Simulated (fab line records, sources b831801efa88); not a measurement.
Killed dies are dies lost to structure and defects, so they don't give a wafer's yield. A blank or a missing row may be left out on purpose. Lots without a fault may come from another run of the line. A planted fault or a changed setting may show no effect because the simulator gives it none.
fab line records | flow sky130
record lots=24 wafers=72 last_day=50
route steps=708 shown SD_N@356 LI_CONTACT@374 LOCAL_INTERCONNECT@389 VIA1@461 METAL3@533
lots that met no fault: from a run of the same line without faults
start_h: hours from the record's first day to the start of the lot's first wafer shown | wait_h: hours since the lot's step before | " the same as in the row above | L1.1+2: a row that stands for several wafers | - no value, or no start given | * or withheld: withheld | < > ~ a bound
route shown NAME@n: a module of which the file shows steps, and the number in the route of the first | usual: mean/standard deviation of fault-free wafers | same: alike in all rows | chamber/n: place in a boat | sites: the reading at each site | _std_site: their standard deviation | _edge_site: outer sites' mean less inner sites' | radius_mm: how far each site lies from the wafer's centre | mask NAME#n: copy n | behind: the tool/chamber that last shaped the wafer | hold: why the lot was held/for how many hours/how that ended | device: the transistor (n, p or np) that didn't switch | end of line: the same wafers' tests at the end of the route | a step without rows: its recipe alone | killed: dies lost to structure and defects at the first sort, not the wafer's yield | map: a wafer's dies, x killed, . not, _ none there
set.NAME: the setting as run; set.NAME@STEP: as run at that earlier step | model.NAME: the simulator's own value behind a step, which no gauge read
steps of the route over a sample of lots; a table a step, a row a wafer
services: from which hour (start_h, from the record's first day; less than 0 if before it) a tool's chamber was out of use, for how many hours, and why
## steps
# step SKY_SD_N_RTA_14
# recipe temp_c=1075 time_s=2 idle_temp_c=650 ramp_up_c_per_s=150 ramp_down_c_per_s=90 ambient=N2
# usual lamp_power_pct=15.73/0.048 wafer_temp_C_max=1078.0/1.3
# columns lot.wafer tool chamber start_h wait_h lamp_power_pct wafer_temp_C_max
L075.2 rtp_anneal-01 0 640.93 0.0 15.80 1077.9
L075.3 " 0 " " 15.70 1077.9
L075.6 " 0 " " 15.74 1077.6
L074.1 rtp_anneal-02 0 641.96 0.0 15.79 1075.9
L074.5 " 0 " " 15.61 1076.7
L074.6 " 0 " " 15.79 1078.0
L076.1 rtp_anneal-01 0 684.01 0.0 15.74 1078.5
L076.4 " 0 " " 15.64 1078.3
L076.5 " 0 " " 15.65 1078.4
L077.1 rtp_anneal-02 0 685.46 0.0 15.63 1076.8
L077.2 " 0 " " 15.70 1079.5
L077.4 " 0 " " 15.70 1077.9
L078.1 rtp_anneal-01 0 767.86 0.0 15.65 1077.4
L078.2 " 0 " " 15.76 1076.6
L078.4 " 0 " " 15.73 1077.3
L079.1 rtp_anneal-02 0 769.92 0.0 15.78 1079.4
L079.2 " 0 " " 15.67 1078.1
L079.6 " 0 " " 15.74 1078.9
L080.2 rtp_anneal-01 0 770.87 0.0 15.72 1078.5
L080.3 " 0 " " 15.69 1077.1
L080.4 " 0 " " 15.72 1078.3
L083.1 rtp_anneal-02 0 772.21 0.0 15.70 1078.2
L083.4 " 0 " " 15.74 1076.7
L083.5 " 0 " " 15.77 1077.5
L085.3 rtp_anneal-01 0 772.43 0.0 15.67 1077.0
L085.4 " 0 " " 15.62 1078.7
L085.6 " 0 " " 15.80 1079.8
L081.1 rtp_anneal-02 0 772.74 0.0 15.66 1078.7
L081.3 " 0 " " 15.71 1078.6
L081.4 " 0 " " 15.70 1076.3
L084.2 rtp_anneal-01 0 774.43 0.0 15.73 1077.9
L084.3 " 0 " " 15.70 1077.1
L084.4 " 0 " " 15.74 1077.2
L082.1 rtp_anneal-02 0 774.71 0.0 15.63 1077.0
L082.4 " 0 " " 15.76 1080.5
L082.5 " 0 " " 15.69 1079.1
L086.1 rtp_anneal-01 0 775.86 0.0 15.64 1079.2
L086.3 " 0 " " 15.70 1078.3
L086.4 " 0 " " 15.70 1079.5
L088.3 rtp_anneal-02 0 780.49 0.0 15.71 1080.5
L088.4 " 0 " " 15.72 1077.9
L088.6 " 0 " " 15.70 1076.7
L087.1 rtp_anneal-01 0 781.26 0.0 15.68 1078.4
L087.3 " 0 " " 15.72 1078.0
L087.4 " 0 " " 15.67 1076.4
L089.1 rtp_anneal-02 0 781.51 0.0 15.68 1076.0
L089.2 " 0 " " 15.72 1078.0
L089.5 " 0 " " 15.63 1078.1
L090.1 rtp_anneal-01 0 783.22 0.0 15.74 1076.3
L090.4 " 0 " " 15.77 1076.7
L090.5 " 0 " " 15.75 1077.1
L091.1 rtp_anneal-02 0 783.41 0.0 15.76 1076.2
L091.2 " 0 " " 15.80 1077.0
L091.4 " 0 " " 15.74 1076.8
L092.1 rtp_anneal-01 0 785.22 0.0 15.75 1077.3
L092.3 " 0 " " 15.80 1077.1
L092.4 " 0 " " 15.69 1077.8
L093.2 rtp_anneal-02 0 793.42 0.0 15.78 1079.0
L093.5 " 0 " " 15.77 1081.4
L093.6 " 0 " " 15.74 1079.0
L094.1 rtp_anneal-01 0 796.86 0.0 15.68 1079.0
L094.3 " 0 " " 15.76 1078.1
L094.6 " 0 " " 15.77 1079.4
L095.1 rtp_anneal-02 0 800.32 0.0 15.77 1078.5
L095.4 " 0 " " 15.72 1076.9
L095.5 " 0 " " 15.76 1078.4
L096.2 rtp_anneal-01 0 807.73 0.0 15.76 1075.4
L096.4 " 0 " " 15.67 1078.3
L096.5 " 0 " " 15.75 1078.7
L097.3 rtp_anneal-02 0 820.82 0.0 15.79 1077.5
L097.4 " 0 " " 15.75 1076.0
L097.6 " 0 " " 15.66 1077.4
# step SKY_LI_CONTACT_CD_MEAS_12
# recipe target_cd_nm=170
# usual cd_nm=170.4/1.5
# columns lot.wafer tool chamber start_h wait_h cd_nm
L075.2 cd_sem-01 - 669.47 - 167.9
L075.3 " - " " 167.2
L075.6 " - " " 167.4
L074.1 cd_sem-02 - 670.71 - 169.6
L074.5 " - " " 169.0
L074.6 " - " " 169.4
L076.1 cd_sem-02 - 713.45 - 171.2
L076.4 " - " " 169.6
L076.5 " - " " 170.3
L077.1 cd_sem-02 - 714.61 - 169.6
L077.2 " - " " 169.7
L077.4 " - " " 169.3
L078.1 cd_sem-02 - 795.40 - 170.5
L078.2 " - " " 170.6
L078.4 " - " " 172.4
L079.1 cd_sem-02 - 797.61 - 167.5
L079.2 " - " " 168.7
L079.6 " - " " 168.1
L080.2 cd_sem-01 - 798.78 - 170.7
L080.3 " - " " 170.5
L080.4 " - " " 169.1
L083.1 cd_sem-02 - 800.00 - 171.5
L083.4 " - " " 169.6
L083.5 " - " " 170.0
L085.3 cd_sem-02 - 800.19 - 171.8
L085.4 " - " " 170.6
L085.6 " - " " 170.0
L081.1 cd_sem-01 - 801.10 - 170.5
L081.3 " - " " 170.7
L081.4 " - " " 169.2
L084.2 cd_sem-02 - 802.08 - 168.5
L084.3 " - " " 168.5
L084.4 " - " " 167.1
L082.1 cd_sem-02 - 803.00 - 168.2
L082.4 " - " " 167.3
L082.5 " - " " 170.0
L086.1 cd_sem-02 - 804.91 - 173.1
L086.3 " - " " 173.0
L086.4 " - " " 173.5
L088.3 cd_sem-01 - 808.24 - 171.0
L088.4 " - " " 169.7
L088.6 " - " " 169.4
L087.1 cd_sem-01 - 809.55 - 172.0
L087.3 " - " " 170.7
L087.4 " - " " 171.5
L089.1 cd_sem-01 - 810.36 - 173.9
L089.2 " - " " 172.7
L089.5 " - " " 173.1
L090.1 cd_sem-01 - 811.06 - 170.3
L090.4 " - " " 171.0
L090.5 " - " " 170.9
L091.1 cd_sem-02 - 811.41 - 169.2
L091.2 " - " " 169.1
L091.4 " - " " 169.4
L092.1 cd_sem-01 - 812.60 - 171.9
L092.3 " - " " 171.4
L092.4 " - " " 170.2
L093.2 cd_sem-02 - 821.02 - 168.5
L093.5 " - " " 168.8
L093.6 " - " " 168.8
L094.1 cd_sem-02 - 823.45 - 171.3
L094.3 " - " " 171.9
L094.6 " - " " 171.3
L095.1 cd_sem-01 - 827.10 - 171.1
L095.4 " - " " 170.1
L095.5 " - " " 171.4
L096.2 cd_sem-02 - 834.97 - 170.3
L096.4 " - " " 171.8
L096.5 " - " " 171.4
L097.3 cd_sem-02 - 848.54 - 171.6
L097.4 " - " " 170.7
L097.6 " - " " 170.7
# step SKY_LI_CONTACT_SPUTTER_20
# recipe material=TiN target_thk_nm=20 chamber_pressure_pa=5 power_w=4000 time_s=80
# usual throttle_valve_pct=30.0/1.1
# columns lot.wafer tool chamber start_h wait_h throttle_valve_pct
L075.2 pvd_sputter-01 - 670.11 0.0 28.9
L075.3 " - " " 30.4
L075.6 " - " " 29.0
L074.1 pvd_sputter-01 - 671.36 0.0 28.8
L074.5 " - " " 28.9
L074.6 " - " " 28.5
L076.1 pvd_sputter-02 - 714.10 0.0 29.7
L076.4 " - " " 31.2
L076.5 " - " " 29.5
L077.1 pvd_sputter-01 - 715.28 0.0 28.8
L077.2 " - " " 28.5
L077.4 " - " " 30.7
L078.1 pvd_sputter-02 - 796.05 0.0 29.0
L078.2 " - " " 30.6
L078.4 " - " " 30.7
L079.1 pvd_sputter-01 - 798.26 0.0 30.6
L079.2 " - " " 28.9
L079.6 " - " " 28.6
L080.2 pvd_sputter-01 - 799.45 0.0 28.8
L080.3 " - " " 30.3
L080.4 " - " " 28.8
L083.1 pvd_sputter-03 - 800.66 0.0 31.2
L083.4 " - " " 31.3
L083.5 " - " " 31.8
L085.3 pvd_sputter-02 - 800.82 0.0 29.7
L085.4 " - " " 29.1
L085.6 " - " " 31.0
L081.1 pvd_sputter-03 - 801.75 0.0 29.7
L081.3 " - " " 31.7
L081.4 " - " " 31.1
L084.2 pvd_sputter-02 - 802.73 0.0 29.3
L084.3 " - " " 31.0
L084.4 " - " " 29.9
L082.1 pvd_sputter-03 - 803.66 0.0 31.4
L082.4 " - " " 31.3
L082.5 " - " " 31.7
L086.1 pvd_sputter-02 - 805.56 0.0 29.1
L086.3 " - " " 30.9
L086.4 " - " " 29.9
L088.3 pvd_sputter-01 - 808.87 0.0 28.5
L088.4 " - " " 29.0
L088.6 " - " " 30.3
L087.1 pvd_sputter-03 - 810.22 0.0 31.4
L087.3 " - " " 31.4
L087.4 " - " " 29.7
L089.1 pvd_sputter-02 - 811.03 0.0 30.9
L089.2 " - " " 30.9
L089.5 " - " " 31.0
L090.1 pvd_sputter-03 - 811.71 0.0 31.4
L090.4 " - " " 31.6
L090.5 " - " " 29.8
L091.1 pvd_sputter-02 - 812.06 0.0 28.8
L091.2 " - " " 31.1
L091.4 " - " " 31.0
L092.1 pvd_sputter-02 - 813.25 0.0 30.9
L092.3 " - " " 29.8
L092.4 " - " " 29.2
L093.2 pvd_sputter-01 - 821.66 0.0 28.8
L093.5 " - " " 30.5
L093.6 " - " " 28.2
L094.1 pvd_sputter-01 - 824.12 0.0 30.4
L094.3 " - " " 28.4
L094.6 " - " " 28.6
L095.1 pvd_sputter-02 - 827.77 0.0 30.8
L095.4 " - " " 30.8
L095.5 " - " " 29.0
L096.2 pvd_sputter-01 - 835.62 0.0 30.7
L096.4 " - " " 28.8
L096.5 " - " " 28.6
L097.3 pvd_sputter-01 - 849.15 0.0 28.6
L097.4 " - " " 30.3
L097.6 " - " " 28.5
# step SKY_LOCAL_INTERCONNECT_THK_MEAS_02
# recipe thk_meas_gauge=xrf reads=TiN_of_LOCAL_INTERCONNECT_SPUTTER_00
# usual LOCAL_INTERCONNECT_TIN_THK=100.3/1.6
# columns lot.wafer tool chamber start_h wait_h LOCAL_INTERCONNECT_TIN_THK[nm]
L075.2 film_metro-01 - 670.97 0.1 101.2
L075.3 " - " " 98.2
L075.6 " - " " 98.0
L074.1 film_metro-04 - 672.27 0.1 103.0
L074.5 " - " " 101.4
L074.6 " - " " 102.5
L076.1 film_metro-01 - 714.95 0.1 101.0
L076.4 " - " " 99.1
L076.5 " - " " 99.6
L077.1 film_metro-02 - 716.13 0.1 102.1
L077.2 " - " " 102.9
L077.4 " - " " 101.6
L078.1 film_metro-04 - 796.90 0.1 100.6
L078.2 " - " " 100.2
L078.4 " - " " 102.1
L079.1 film_metro-01 - 799.19 0.1 100.9
L079.2 " - " " 101.6
L079.6 " - " " 100.6
L080.2 film_metro-01 - 800.31 0.1 99.2
L080.3 " - " " 98.4
L080.4 " - " " 98.4
L083.1 film_metro-01 - 801.51 0.1 100.3
L083.4 " - " " 97.2
L083.5 " - " " 100.7
L085.3 film_metro-02 - 801.83 0.1 101.0
L085.4 " - " " 101.2
L085.6 " - " " 101.1
L081.1 film_metro-01 - 802.60 0.1 99.0
L081.3 " - " " 101.4
L081.4 " - " " 100.4
L084.2 film_metro-02 - 803.59 0.1 102.4
L084.3 " - " " 103.8
L084.4 " - " " 101.2
L082.1 film_metro-02 - 804.51 0.1 101.3
L082.4 " - " " 101.8
L082.5 " - " " 98.6
L086.1 film_metro-02 - 806.41 0.1 101.5
L086.3 " - " " 103.8
L086.4 " - " " 101.7
L088.3 film_metro-04 - 809.74 0.1 101.7
L088.4 " - " " 99.2
L088.6 " - " " 98.9
L087.1 film_metro-02 - 811.07 0.1 101.6
L087.3 " - " " 103.5
L087.4 " - " " 100.9
L089.1 film_metro-01 - 811.88 0.1 100.6
L089.2 " - " " 98.3
L089.5 " - " " 98.1
L090.1 film_metro-01 - 812.56 0.1 98.9
L090.4 " - " " 98.7
L090.5 " - " " 101.0
L091.1 film_metro-01 - 812.91 0.1 99.4
L091.2 " - " " 99.8
L091.4 " - " " 100.6
L092.1 film_metro-04 - 814.10 0.1 97.7
L092.3 " - " " 98.5
L092.4 " - " " 99.7
L093.2 film_metro-01 - 822.52 0.1 101.5
L093.5 " - " " 101.8
L093.6 " - " " 100.2
L094.1 film_metro-01 - 824.97 0.1 99.1
L094.3 " - " " 98.9
L094.6 " - " " 98.7
L095.1 film_metro-02 - 828.62 0.1 100.1
L095.4 " - " " 97.5
L095.5 " - " " 100.0
L096.2 film_metro-04 - 836.48 0.1 100.6
L096.4 " - " " 99.2
L096.5 " - " " 100.0
L097.3 film_metro-01 - 850.02 0.1 101.6
L097.4 " - " " 99.4
L097.6 " - " " 100.8
# step SKY_VIA1_BOW_MEAS_03
# recipe mode=bow
# usual VIA1_BOW=80/7
# columns lot.wafer tool chamber start_h wait_h VIA1_BOW[um]
L075.2 film_metro-03 - 760.02 0.1 76
L075.3 " - " " 84
L075.6 " - " " 71
L074.1 film_metro-04 - 760.35 0.1 79
L074.5 " - " " 76
L074.6 " - " " 89
L076.1 film_metro-04 - 802.35 0.2 77
L076.4 " - " " 81
L076.5 " - " " 77
L077.1 film_metro-03 - 802.92 0.2 76
L077.2 " - " " 84
L077.4 " - " " 72
L078.1 film_metro-02 - 880.34 0.1 75
L078.2 " - " " 70
L078.4 " - " " 88
L079.1 film_metro-03 - 881.50 0.1 69
L079.2 " - " " 94
L079.6 " - " " 88
L080.2 film_metro-02 - 882.37 0.2 83
L080.3 " - " " 78
L080.4 " - " " 71
L083.1 film_metro-04 - 883.29 0.1 87
L083.4 " - " " 80
L083.5 " - " " 78
L085.3 film_metro-02 - 883.68 0.1 88
L085.4 " - " " 91
L085.6 " - " " 88
L081.1 film_metro-03 - 885.04 0.3 76
L081.3 " - " " 92
L081.4 " - " " 95
L084.2 film_metro-03 - 885.36 0.2 79
L084.3 " - " " 82
L084.4 " - " " 75
L082.1 film_metro-02 - 885.66 0.2 75
L082.4 " - " " 87
L082.5 " - " " 78
L086.1 film_metro-02 - 888.29 0.2 77
L086.3 " - " " 54
L086.4 " - " " 81
L088.3 film_metro-03 - 891.00 0.2 75
L088.4 " - " " 70
L088.6 " - " " 72
L087.1 film_metro-04 - 892.29 0.2 80
L087.3 " - " " 77
L087.4 " - " " 80
L089.1 film_metro-04 - 892.84 0.2 81
L089.2 " - " " 82
L089.5 " - " " 73
L090.1 film_metro-03 - 894.53 0.2 85
L090.4 " - " " 86
L090.5 " - " " 79
L091.1 film_metro-02 - 894.66 0.2 76
L091.2 " - " " 70
L091.4 " - " " 81
L092.1 film_metro-02 - 896.05 0.1 79
L092.3 " - " " 83
L092.4 " - " " 78
L093.2 film_metro-04 - 904.61 0.1 87
L093.5 " - " " 88
L093.6 " - " " 80
L094.1 film_metro-04 - 906.44 0.1 75
L094.3 " - " " 76
L094.6 " - " " 85
L095.1 film_metro-04 - 909.71 0.2 77
L095.4 " - " " 79
L095.5 " - " " 81
L096.2 film_metro-02 - 916.68 0.2 90
L096.4 " - " " 80
L096.5 " - " " 82
L097.3 film_metro-04 - 934.79 0.1 79
L097.4 " - " " 76
L097.6 " - " " 86
# step SKY_METAL3_SPUTTER_01
# recipe material=TiN target_thk_nm=20 power_w=6500 time_s=16.7 chamber_pressure_pa=0.4
# usual throttle_valve_pct=30.3/0.94
# columns lot.wafer tool chamber start_h wait_h throttle_valve_pct
L075.2 pvd_sputter-03 - 843.14 0.0 31.8
L075.3 " - " " 31.1
L075.6 " - " " 31.8
L074.1 pvd_sputter-04 - 843.65 0.0 30.0
L074.5 " - " " 30.3
L074.6 " - " " 28.8
L076.1 pvd_sputter-03 - 883.91 0.0 31.8
L076.4 " - " " 30.1
L076.5 " - " " 31.1
L077.1 pvd_sputter-04 - 884.59 0.0 30.6
L077.2 " - " " 30.2
L077.4 " - " " 29.0
L078.1 pvd_sputter-02 - 962.05 0.0 30.8
L078.2 " - " " 29.9
L078.4 " - " " 30.8
L080.2 pvd_sputter-04 - 963.28 0.0 30.6
L080.3 " - " " 28.7
L080.4 " - " " 30.4
L079.1 pvd_sputter-03 - 963.58 0.0 31.6
L079.2 " - " " 31.3
L079.6 " - " " 31.5
L083.1 pvd_sputter-02 - 963.71 0.0 30.8
L083.4 " - " " 30.9
L083.5 " - " " 29.6
L085.3 pvd_sputter-03 - 964.56 0.0 29.9
L085.4 " - " " 31.3
L085.6 " - " " 31.9
L081.1 pvd_sputter-02 - 964.61 0.0 29.5
L081.3 " - " " 31.1
L081.4 " - " " 30.8
L084.2 pvd_sputter-04 - 964.86 0.0 29.0
L084.3 " - " " 30.0
L084.4 " - " " 29.7
L082.1 pvd_sputter-02 - 965.39 0.0 29.0
L082.4 " - " " 31.0
L082.5 " - " " 28.9
L086.1 pvd_sputter-04 - 967.87 0.0 29.8
L086.3 " - " " 29.8
L086.4 " - " " 29.0
L088.3 pvd_sputter-04 - 969.49 0.0 29.0
L088.4 " - " " 30.0
L088.6 " - " " 29.0
L087.1 pvd_sputter-04 - 970.13 0.0 28.8
L087.3 " - " " 29.6
L087.4 " - " " 30.1
L089.1 pvd_sputter-03 - 971.51 0.0 31.8
L089.2 " - " " 29.9
L089.5 " - " " 31.0
L090.1 pvd_sputter-04 - 971.83 0.0 29.0
L090.4 " - " " 28.9
L090.5 " - " " 30.0
L091.1 pvd_sputter-03 - 972.44 0.0 31.4
L091.2 " - " " 31.3
L091.4 " - " " 29.9
L092.1 pvd_sputter-02 - 973.48 0.0 31.0
L092.3 " - " " 29.8
L092.4 " - " " 29.1
L093.2 pvd_sputter-03 - 980.65 0.0 31.7
L093.5 " - " " 30.1
L093.6 " - " " 31.3
L094.1 pvd_sputter-04 - 983.55 0.0 30.5
L094.3 " - " " 28.8
L094.6 " - " " 28.6
L095.1 pvd_sputter-02 - 985.95 0.0 29.3
L095.4 " - " " 29.9
L095.5 " - " " 28.8
L096.2 pvd_sputter-03 - 992.95 0.0 31.9
L096.4 " - " " 30.0
L096.5 " - " " 31.7
L097.3 pvd_sputter-04 - 1009.33 0.0 29.7
L097.4 " - " " 29.9
L097.6 " - " " 28.7
## services
# columns tool chamber start_h hours kind
pvd_sputter-04 - 629.01 7.1 repair
pvd_sputter-04 - 642.53 3.7 repair
pvd_sputter-01 - 647.49 3.3 repair
pvd_sputter-01 - 660.96 4.3 repair
pvd_sputter-01 - 688.43 3.9 repair
pvd_sputter-04 - 713.45 1.0 repair
pvd_sputter-04 - 721.00 1.3 repair
pvd_sputter-01 - 722.45 14.3 repair
pvd_sputter-02 - 725.86 0.5 repair
pvd_sputter-04 - 749.59 3.3 repair
pvd_sputter-04 - 752.64 0.5 repair
pvd_sputter-02 - 753.06 2.0 repair
pvd_sputter-03 - 768.61 2.6 repair
pvd_sputter-02 - 829.06 0.9 repair
pvd_sputter-03 2 843.27 - consumable_replace:kit
pvd_sputter-03 2 843.27 18.0 scheduled_down
pvd_sputter-03 - 846.38 2.2 repair
pvd_sputter-02 1 911.35 - consumable_replace:kit
pvd_sputter-02 1 911.35 18.0 scheduled_down
pvd_sputter-02 1 911.35 18.0 vent_cycle
pvd_sputter-03 - 946.46 7.9 repair
pvd_sputter-01 - 946.49 1.5 repair
pvd_sputter-02 - 982.26 3.6 repair
pvd_sputter-03 - 995.95 31.0 repair
## key
fault none
